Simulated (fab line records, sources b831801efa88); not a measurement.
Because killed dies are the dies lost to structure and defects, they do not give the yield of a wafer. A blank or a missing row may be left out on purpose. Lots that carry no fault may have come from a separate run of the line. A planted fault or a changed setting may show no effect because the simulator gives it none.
One fault seen from 2 desks + flow gf180mcu + each desk has only its own numbers; what lay behind them comes last

== METROLOGY DESK ==
Lot by lot, what the gauges showed, no matter which tool ran the lot: averages of those sampled wafers that carry a number. If a lot's mean is further than 4 standard deviations from the usual mean, the lot is out of limits and carries the mark OUT (the distance appears in the brackets).
Columns: A = cd nm at GF_V3_CD_MEAS_14, usual 259.4 nm; B = V3_OVL at GF_V3_OVL_MEAS_15, usual -3 nm
| lot  | first seen here | A     | B  |
|------|-----------------|-------|----|
| L652 | day 24 16:47    | 259.3 | 2  |
| L655 | day 25 10:41    | 258.1 | -6 |
| L656 | day 25 21:28    | 261.2 | -3 |
| L662 | day 27 14:35    | 260.4 | -4 |
| L663 | day 28 00:40    | 259.2 | 4  |
| L668 | day 29 14:14    | 258.3 | -6 |
This desk found nothing out of limits on any of the 6 lots.

== TOOL OWNER'S DESK, pvd sputter-01 ==
At GF_V3_SPUTTER_22 (material TiN, target thk 10 nm, time 40 s) the tool's own readings: per lot run on this tool, the mean of the sampled wafers that have a number. If a lot's mean is further than 4 standard deviations from the usual mean, the lot is out of limits and carries the mark OUT (the distance appears in the brackets).
Columns: A = cathode dc power W at GF_V3_SPUTTER_22, usual 4000.0 W; B = throttle valve pct at GF_V3_SPUTTER_22, usual 29.7 %
| lot  | first seen here | A                        | B    |
|------|-----------------|--------------------------|------|
| L655 | day 25 11:32    | 4401.1 (+99 or more) OUT | 29.9 |
| L656 | day 25 22:19    | 4401.8 (+99 or more) OUT | 29.4 |
| L668 | day 29 15:07    | 3999.9                   | 30.0 |
This desk's finding: out of limits on L655, L656; first on L655, day 25 11:32 (cathode dc power W at GF_V3_SPUTTER_22). In limits: L668.

== BROUGHT TOGETHER ==
The tool owner's desk had the chance to raise an alarm at day 25 11:32 on L655, L656.
The metrology desk saw nothing out of limits.
The metrology desk has L655, L656 on record, within its limits.
All the named lots went through GF_V3_SPUTTER_22 on pvd sputter-01.

== WHAT THE SIMULATOR HAD PUT IN ==
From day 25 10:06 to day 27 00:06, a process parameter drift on pvd sputter-01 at GF_V3_SPUTTER_22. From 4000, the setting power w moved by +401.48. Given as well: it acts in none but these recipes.
Lots struck among those shown: L655, L656.
Delay in hours, fault start to first out-of-limits reading, by desk: the tool owner's desk at 1.
